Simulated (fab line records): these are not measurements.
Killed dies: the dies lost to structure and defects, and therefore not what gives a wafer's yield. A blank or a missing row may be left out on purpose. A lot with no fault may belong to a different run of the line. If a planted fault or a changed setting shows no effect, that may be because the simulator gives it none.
A single fault, viewed from 2 desks :: flow gf180mcu :: what lay behind the numbers comes last; until then each desk has only its own

## FROM THE METROLOGY DESK
What the gauges read, lot by lot, whatever tool the lot ran on: means of the sampled wafers that have a number. Marked OUT: a lot whose mean sits more than 4 standard deviations from the usual mean, which makes it out of limits; the brackets give that distance.
Columns: A = PASSIVATION_BOW at GF_PASSIVATION_BOW_MEAS_14, usual 132 um
lot: L425
first seen here: day 28 20:31
A: 142

lot: L427
first seen here: day 29 10:16
A: 139

lot: L429
first seen here: day 30 14:53
A: 112

lot: L430
first seen here: day 30 16:16
A: 137

lot: L431
first seen here: day 30 20:48
A: 138

lot: L432
first seen here: day 30 21:17
A: 131

lot: L433
first seen here: day 31 12:03
A: 138

lot: L435
first seen here: day 31 20:01
A: 148

lot: L437
first seen here: day 32 12:09
A: 111

lot: L438
first seen here: day 32 19:24
A: 120

lot: L442
first seen here: day 33 19:31
A: 127

lot: L443
first seen here: day 34 04:59
A: 117

lot: L448
first seen here: day 34 23:58
A: 137
Result from this desk: across the 13 lots, nothing is out of limits.

## THE TOOL OWNER'S DESK: plasma_asher-02
The tool's own readings at GF_MIM_STRIP_20 (strips in O2/N2): means of the sampled wafers that have a number, for each lot that ran on this tool. Marked OUT: a lot whose mean sits more than 4 standard deviations from the usual mean, which makes it out of limits; the brackets give that distance.
Columns: A = chamber_pressure_mTorr at GF_MIM_STRIP_20, usual 1499.8 mTorr; B = drypump_motor_current_A at GF_MIM_STRIP_20, usual 5.7 A; C = heater_power_w at GF_MIM_STRIP_20, usual 316 W; D = oes_product_au at GF_MIM_STRIP_20, usual 0.692 a.u.; E = strip_time_to_endpoint_s at GF_MIM_STRIP_20, usual 11.24 s
lot: L425
first seen here: day 25 03:43
A: 1500.9
B: 5.6
C: 333
D: 0.695
E: 11.27

lot: L429
first seen here: day 26 20:42
A: 1500.0
B: 5.9
C: 325
D: 0.689
E: 11.23

lot: L430
first seen here: day 27 04:56
A: 1500.1
B: 5.9
C: 328
D: 0.693
E: 11.24

lot: L432
first seen here: day 27 11:15
A: 1498.7
B: 5.9
C: 324
D: 0.697
E: 11.20

lot: L435
first seen here: day 28 12:42
A: 1500.5
B: 5.9
C: 328
D: 0.693
E: 11.26

lot: L437
first seen here: day 29 06:12
A: 1500.0
B: 5.8
C: 333
D: 0.690
E: 11.24

lot: L438
first seen here: day 29 14:41
A: 1500.1
B: 5.9
C: 323
D: 0.694
E: 11.27
Result from this desk: across the 7 lots, nothing is out of limits.

## BROUGHT TOGETHER
At the metrology desk, nothing out of limits was observed.
The tool owner's desk saw nothing out of limits.

## WHAT WAS PUT IN BY THE SIMULATOR
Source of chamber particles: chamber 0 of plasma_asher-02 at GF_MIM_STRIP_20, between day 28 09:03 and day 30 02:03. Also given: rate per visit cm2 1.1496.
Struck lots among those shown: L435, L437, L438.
